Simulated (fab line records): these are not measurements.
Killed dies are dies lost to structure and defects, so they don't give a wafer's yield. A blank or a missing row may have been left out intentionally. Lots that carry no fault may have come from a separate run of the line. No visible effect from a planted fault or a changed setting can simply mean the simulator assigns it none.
Which of the tools did it? + flow sky130 + 12 lots, 36 wafers sampled, at 2 steps of a route of 708

WHAT THE GAUGES SHOWED, per wafer
SKY_METAL5_RS_MEAS_05: a four-point-probe measurement. Usual: for METAL5_ALCU_RS the level is 0.0269 ohm/sq and the standard deviation is 0.0003.
| lot  | measured     | on            | METAL5_ALCU_RS (ohm/sq) | flag |
|------|--------------|---------------|-------------------------|------|
| L378 | day 42 13:47 | film-metro-03 | 0.0270 0.0268 0.0269    |      |
| L379 | day 42 20:52 | film-metro-03 | 0.0263 0.0265 0.0263    |      |
| L380 | day 43 23:30 | film-metro-02 | 0.0269 0.0269 0.0270    |      |
| L382 | day 44 02:11 | film-metro-02 | 0.0268 0.0269 0.0269    |      |
| L383 | day 44 05:09 | film-metro-03 | 0.0265 0.0266 0.0269    |      |
| L388 | day 45 12:43 | film-metro-03 | 0.0268 0.0268 0.0268    |      |
| L390 | day 45 20:35 | film-metro-02 | 0.0266 0.0266 0.0265    |      |
| L391 | day 46 12:32 | film-metro-03 | 0.0267 0.0270 0.0269    |      |
| L394 | day 47 06:05 | film-metro-03 | 0.0271 0.0271 0.0272    |      |
| L395 | day 47 14:24 | film-metro-04 | 0.0269 0.0269 0.0271    |      |
| L401 | day 49 06:29 | film-metro-04 | 0.0271 0.0270 0.0271    |      |
| L400 | day 49 09:43 | film-metro-04 | 0.0268 0.0270 0.0268    |      |

WHICH TOOL RAN EACH LOT (tool, then ch and the chambers of the sampled wafers, then the start)
| lot  | SKY_VIA3_CVD_21               |
|------|-------------------------------|
| L378 | cvd-w-02 ch 0,1, day 39 08:43 |
| L379 | cvd-w-02 ch 0,1, day 39 18:43 |
| L380 | cvd-w-02 ch 0,1, day 40 22:44 |
| L382 | cvd-w-02 ch 0,1, day 41 00:35 |
| L383 | cvd-w-01 ch 0, day 41 03:19   |
| L388 | cvd-w-02 ch 0,1, day 42 12:55 |
| L390 | cvd-w-02 ch 0,1, day 42 23:45 |
| L391 | cvd-w-01 ch 0,1, day 43 13:08 |
| L394 | cvd-w-01 ch 0,1, day 44 09:03 |
| L395 | cvd-w-01 ch 0, day 44 15:18   |
| L401 | cvd-w-02 ch 0,1, day 46 18:41 |
| L400 | cvd-w-01 ch 0,1, day 46 22:30 |
- SKY_VIA3_CVD_21: deposits W, target thk 390 nm, time 117.31 s.

WHAT THE TOOLS THEMSELVES READ (means of the sampled wafers that have a number; where no wafer has one, the mark that the record gives instead)
SKY_VIA3_CVD_21. Usual: heater-power-w reads 800 W (standard deviation 74).
| lot  | tool     | heater-power-w (W) | flag |
|------|----------|--------------------|------|
| L378 | cvd-w-02 | 729                |      |
| L379 | cvd-w-02 | 728                |      |
| L380 | cvd-w-02 | 744                |      |
| L382 | cvd-w-02 | 734                |      |
| L383 | cvd-w-01 | 799                |      |
| L388 | cvd-w-02 | 750                |      |
| L390 | cvd-w-02 | 734                |      |
| L391 | cvd-w-01 | 881                |      |
| L394 | cvd-w-01 | 880                |      |
| L395 | cvd-w-01 | 815                |      |
| L401 | cvd-w-02 | 751                |      |
| L400 | cvd-w-01 | 882                |      |

THE ANSWER, worked out from the rows above alone
Rule: lot off if the mean of its wafers having a number is beyond 3 standard deviations from the usual mean. Also off: a lot with no number at a reading for which 4 or more lots have one. Any other lot the step has rows for is counted as sound. The gauges are gone through in route order, then the tools' own readings, and for those a lot's mean is taken as printed above. The first step at which some lot is off is used, and at that step the reading that is off furthest; a lot without a number counts as furthest.
Nothing can be told from this: no lot is off at any reading shown.

WHAT THE SIMULATOR PUT IN
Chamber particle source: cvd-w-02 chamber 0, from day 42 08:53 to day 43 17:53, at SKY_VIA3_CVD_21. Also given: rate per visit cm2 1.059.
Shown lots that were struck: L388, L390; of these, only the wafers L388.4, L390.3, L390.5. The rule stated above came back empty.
